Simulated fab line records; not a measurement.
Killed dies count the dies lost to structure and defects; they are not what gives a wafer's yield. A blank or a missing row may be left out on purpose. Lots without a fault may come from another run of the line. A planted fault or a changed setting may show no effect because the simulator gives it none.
fab line records ; flow sky130 ; part 2 of 2: steps 25 to 33 of 33
record lots=5; wafers=15; last-day=50
route steps=708 shown LI_CONTACT@374 LOCAL_INTERCONNECT@387 CONTACT@406
lots untouched by any fault: they come from a run of this same line in which no faults occurred
start-h: hours from the record's first day to the start of the lot's first wafer shown ; wait-h: hours from the lot's prior step to this one ; " identical to the entry in the row above ; L1.1+2: a row that stands for several wafers ; - no value, or no start given ; * or withheld: withheld ; < > ~ a bound
route shown NAME@n: NAME is a module with steps in the file, n the number in the route of the first one ; usual: mean/standard deviation of fault-free wafers ; same: alike in all rows ; chamber/n: place in a boat ; sites: each site's reading ; _std_site: standard deviation of those values ; _edge_site: outer sites' mean less inner sites' ; radius-mm: how far each site lies from the wafer's centre ; mask NAME#n: copy n ; behind: tool/chamber where the wafer was last shaped ; hold: why the lot went on hold/how many hours it stayed there/how the hold came to an end ; device: the transistor (n, p or np) that didn't switch ; end of line: tests run on the same wafers once the route is complete ; a step without rows: its recipe alone ; killed: at the first sort, the dies lost to defects and structure; wafer yield is something else ; map: the dies of a wafer, with x for killed, . for not killed, _ for no die there
set.NAME: the setting the step ran with; set.NAME@STEP: the setting that earlier step ran with ; model.NAME: the simulator's own value behind a step, which no gauge read
lots seen at some steps along the route; tables by step, rows by wafer
services: when a tool's chamber went out of use (start-h, in hours from the record's first day, below 0 if earlier), for how many hours, and the reason
## steps
# step SKY_LOCAL_INTERCONNECT_CD_MEAS_11
# recipe target-cd-nm=170
# usual cd-nm=169.9/1.7
lot.wafer;tool;chamber;start-h;wait-h;cd-nm
L074.3;cd-sem-01;-;710.94;-;167.8
L074.4;cd-sem-01;-;710.94;-;169.1
L074.6;cd-sem-01;-;710.94;-;168.7
L087.2;cd-sem-01;-;818.72;-;170.0
L087.4;cd-sem-01;-;818.72;-;170.3
L087.5;cd-sem-01;-;818.72;-;170.6
L091.1;cd-sem-01;-;847.40;-;168.7
L091.3;cd-sem-01;-;847.40;-;169.6
L091.5;cd-sem-01;-;847.40;-;169.7
L095.2;cd-sem-02;-;878.15;-;172.0
L095.4;cd-sem-02;-;878.15;-;171.9
L095.6;cd-sem-02;-;878.15;-;170.8
L096.2;cd-sem-01;-;881.42;-;172.3
L096.3;cd-sem-01;-;881.42;-;172.4
L096.4;cd-sem-01;-;881.42;-;171.5
# step SKY_LOCAL_INTERCONNECT_OVL_MEAS_12
# usual LOCAL_INTERCONNECT_OVL=-1/4.6
lot.wafer;tool;chamber;start-h;wait-h;LOCAL_INTERCONNECT_OVL[nm]
L074.3;overlay-02;-;711.03;0.1;-7
L074.4;overlay-02;-;711.03;0.1;-4
L074.6;overlay-02;-;711.03;0.1;-6
L087.2;overlay-01;-;818.83;0.1;5
L087.4;overlay-01;-;818.83;0.1;5
L087.5;overlay-01;-;818.83;0.1;8
L091.1;overlay-01;-;847.52;0.1;-4
L091.3;overlay-01;-;847.52;0.1;-3
L091.5;overlay-01;-;847.52;0.1;-12
L095.2;overlay-01;-;878.26;0.1;-2
L095.4;overlay-01;-;878.26;0.1;1
L095.6;overlay-01;-;878.26;0.1;0
L096.2;overlay-02;-;881.53;0.1;2
L096.3;overlay-02;-;881.53;0.1;-4
L096.4;overlay-02;-;881.53;0.1;-5
# step SKY_LOCAL_INTERCONNECT_ETCH_13
# recipe chemistry=N2/H2; target=BARC; ion-energy-ev=200; bias-w=100; pressure-mtorr=30; n2-flow-sccm=100; h2-flow-sccm=200; icp-w=491.8; stop-on=SiO2; time-s=45.9; target-depth-a=600
# usual drypump-motor-current-A=5.6/0.44; oes-product-au=0.855/0.0045; throttle-valve-pct=13.225/0.0083
lot.wafer;tool;chamber;start-h;wait-h;drypump-motor-current-A;oes-product-au;rf-hours-counter-h;throttle-valve-pct
L074.3;rie-metal-04;0;711.08;0.0;5.1;0.853;-;13.218
L074.4;rie-metal-04;1;711.08;0.0;5.2;0.857;-;13.225
L074.6;rie-metal-04;1;711.08;0.0;5.1;0.855;-;13.214
L087.2;rie-metal-01;1;818.86;0.0;6.0;0.852;8;13.218
L087.4;rie-metal-01;0;818.86;0.0;6.0;0.856;-;13.234
L087.5;rie-metal-01;1;818.86;0.0;5.9;0.854;-;13.235
L091.1;rie-metal-04;1;847.56;0.0;5.1;0.854;15;13.239
L091.3;rie-metal-04;1;847.56;0.0;5.2;0.858;-;13.212
L091.5;rie-metal-04;1;847.56;0.0;5.1;0.863;-;13.228
L095.2;rie-metal-03;1;878.29;0.0;6.1;0.859;8;13.240
L095.4;rie-metal-03;0;878.29;0.0;5.7;0.848;-;13.219
L095.6;rie-metal-03;1;878.29;0.0;6.2;0.852;-;13.222
L096.2;rie-metal-01;0;881.56;0.0;6.0;0.852;14;13.221
L096.3;rie-metal-01;0;881.56;0.0;6.0;0.855;-;13.222
L096.4;rie-metal-01;1;881.56;0.0;6.0;0.858;-;13.232
# step SKY_LOCAL_INTERCONNECT_METAL_ETCH_14
# recipe target-depth-nm=110; stop-on=PSG; chemistry=Cl2/BCl3; target=TiN; resist-sidewall-deg=88; pressure-mtorr=10; icp-w=900; bias-w=48.5; Cl2_flow_sccm=60; bcl3-flow-sccm=30; time-s=31.4
# usual drypump-motor-current-A=5.6/0.44; mfc-cl2-sccm=60.01/0.19; oes-product-au=0.939/0.009; throttle-valve-pct=21.902/0.011
lot.wafer;tool;chamber;start-h;wait-h;drypump-motor-current-A;mfc-cl2-sccm;oes-product-au;rf-hours-counter-h;throttle-valve-pct
L074.3;rie-metal-04;0;711.14;0.0;5.0;60.26;0.945;-;21.891
L074.4;rie-metal-04;1;711.14;0.0;5.2;59.78;0.935;-;21.900
L074.6;rie-metal-04;1;711.14;0.0;5.2;59.90;0.945;-;21.909
L087.2;rie-metal-01;1;818.92;0.0;6.0;60.32;0.932;8;21.894
L087.4;rie-metal-01;0;818.92;0.0;6.0;60.02;0.927;-;21.905
L087.5;rie-metal-01;1;818.92;0.0;6.0;60.24;0.934;-;21.901
L091.1;rie-metal-04;1;847.68;0.1;5.1;60.17;0.930;15;21.908
L091.3;rie-metal-04;1;847.68;0.1;5.1;60.02;0.958;-;21.896
L091.5;rie-metal-04;1;847.68;0.1;5.1;60.06;0.950;-;21.886
L095.2;rie-metal-03;1;878.35;0.0;6.2;59.82;0.932;8;21.897
L095.4;rie-metal-03;0;878.35;0.0;5.6;60.29;0.928;-;21.910
L095.6;rie-metal-03;1;878.35;0.0;6.2;59.83;0.933;-;21.906
L096.2;rie-metal-01;0;881.62;0.0;6.0;60.07;0.943;14;21.885
L096.3;rie-metal-01;0;881.62;0.0;6.0;59.92;0.929;-;21.925
L096.4;rie-metal-01;1;881.62;0.0;6.0;60.12;0.945;-;21.900
# step SKY_LOCAL_INTERCONNECT_STRIP_15
# recipe chemistry=O2/N2; power-w=1400; pressure-mtorr=1500; platen-temp-c=withheld; o2-flow-sccm=3000; n2-flow-sccm=300; overash-fraction=0.5
# usual drypump-motor-current-A=5.7/0.43; oes-product-au=0.427/0.0046; strip-time-to-endpoint-s=4.734/0.024
# same overash-fraction=0.5
lot.wafer;tool;chamber;start-h;wait-h;drypump-motor-current-A;oes-product-au;rf-hours-counter-h;strip-time-to-endpoint-s
L074.3;plasma-asher-01;1;711.21;0.1;5.4;0.427;-;4.748
L074.4;plasma-asher-01;0;711.21;0.1;6.3;0.424;-;4.714
L074.6;plasma-asher-01;1;711.21;0.1;5.4;0.423;-;4.711
L087.2;plasma-asher-03;0;818.97;0.0;5.1;0.424;103;4.678
L087.4;plasma-asher-03;1;818.97;0.0;6.0;0.428;-;4.683
L087.5;plasma-asher-03;1;818.97;0.0;6.0;0.415;-;4.675
L091.1;plasma-asher-01;0;847.79;0.1;6.3;0.426;10;4.747
L091.3;plasma-asher-01;0;847.79;0.1;6.4;0.430;-;4.764
L091.5;plasma-asher-01;1;847.79;0.1;5.4;0.432;-;4.751
L095.2;plasma-asher-03;0;878.40;0.0;5.1;0.432;110;4.753
L095.4;plasma-asher-03;1;878.40;0.0;6.0;0.425;-;4.759
L095.6;plasma-asher-03;1;878.40;0.0;6.0;0.426;-;4.714
L096.2;plasma-asher-02;0;881.67;0.0;5.6;0.422;44;4.727
L096.3;plasma-asher-02;1;881.67;0.0;5.8;0.429;-;4.741
L096.4;plasma-asher-02;0;881.67;0.0;5.6;0.429;-;4.705
# step SKY_LOCAL_INTERCONNECT_STRIP_16
# recipe chemistry=post-etch-residue-remover; time-s=1200; temp-c=72.5
lot.wafer;tool;chamber;start-h;wait-h
L074.3+4+6;wet-bench-01;1;711.27;0.0
L087.2+4+5;wet-bench-01;3;819.07;0.1
L091.1+3+5;wet-bench-04;0;847.89;0.1
L095.2+4+6;wet-bench-03;2;878.50;0.1
L096.2+3+4;wet-bench-04;1;881.77;0.1
# step SKY_LOCAL_INTERCONNECT_CLEAN_17
# recipe chemistry=IPA; time-s=180; temp-c=25
lot.wafer;tool;chamber;start-h;wait-h
L074.3+4+6;wet-bench-04;3;711.64;0.0
L087.2+4+5;wet-bench-04;0;819.41;0.0
L091.1+3+5;wet-bench-01;2;848.23;0.0
L095.2+4+6;wet-bench-04;3;878.84;0.0
L096.2+3+4;wet-bench-03;2;882.11;0.0
# step SKY_LOCAL_INTERCONNECT_CLEAN_18
# recipe chemistry=O3/DIW; dry=n2-spin
lot.wafer;tool;chamber;start-h;wait-h
L074.3+4+6;wet-bench-01;0;711.70;0.0
L087.2+4+5;wet-bench-03;2;819.47;0.0
L091.1+3+5;wet-bench-04;2;848.29;0.0
L095.2+4+6;wet-bench-01;2;878.90;0.0
L096.2+3+4;wet-bench-01;3;882.17;0.0
# step SKY_CONTACT_CVD_00
# recipe material=Si3N4; target-thk-nm=75; temp-c=400; time-s=withheld; rf-w=450
# usual heater-power-w=745/93
lot.wafer;tool;chamber;start-h;wait-h;heater-power-w
L074.3;pecvd-04;1;711.80;0.0;738
L074.4;pecvd-04;2;711.80;0.0;827
L074.6;pecvd-04;0;711.80;0.0;675
L087.2;pecvd-04;2;819.56;0.0;815
L087.4;pecvd-04;1;819.56;0.0;608
L087.5;pecvd-04;2;819.56;0.0;796
L091.1;pecvd-04;0;848.38;0.0;758
L091.3;pecvd-04;1;848.38;0.0;707
L091.5;pecvd-04;1;848.38;0.0;703
L095.2;pecvd-04;2;879.01;0.0;844
L095.4;pecvd-04;1;879.01;0.0;744
L095.6;pecvd-04;0;879.01;0.0;736
L096.2;pecvd-02;2;882.26;0.0;893
L096.3;pecvd-02;1;882.26;0.0;680
L096.4;pecvd-02;0;882.26;0.0;569
## services
tool;chamber;start-h;hours;kind
rie-diel-04;-;664.64;1.8;repair
krf-scanner-02;-;668.30;1.1;repair
rie-diel-02;-;684.26;0.7;repair
wet-bench-01;-;700.80;0.9;repair
plasma-asher-01;-;710.02;0.7;repair
rie-diel-04;1;717.81;20.0;repair
krf-scanner-02;-;725.36;1.3;pm
wet-bench-04;-;728.20;2.1;repair
plasma-asher-01;-;733.75;9.0;pm
rie-diel-02;1;748.85;5.5;repair
pecvd-04;0;752.66;8.5;repair
krf-scanner-02;-;762.17;4.0;pm
pvd-sputter-04;-;765.26;1.8;repair
krf-scanner-02;-;766.19;1.0;pm
krf-scanner-02;-;773.34;7.2;pm
krf-scanner-02;-;813.80;0.9;repair
rie-diel-02;-;816.25;2.8;pm
krf-scanner-02;-;816.63;0.8;pm
krf-scanner-02;-;818.41;2.2;repair
krf-scanner-02;-;828.42;0.8;pm
rie-metal-01;1;830.82;42.2;repair
pvd-sputter-04;-;835.57;3.9;repair
pvd-sputter-04;-;871.07;0.6;repair
pvd-sputter-04;-;878.24;1.3;repair
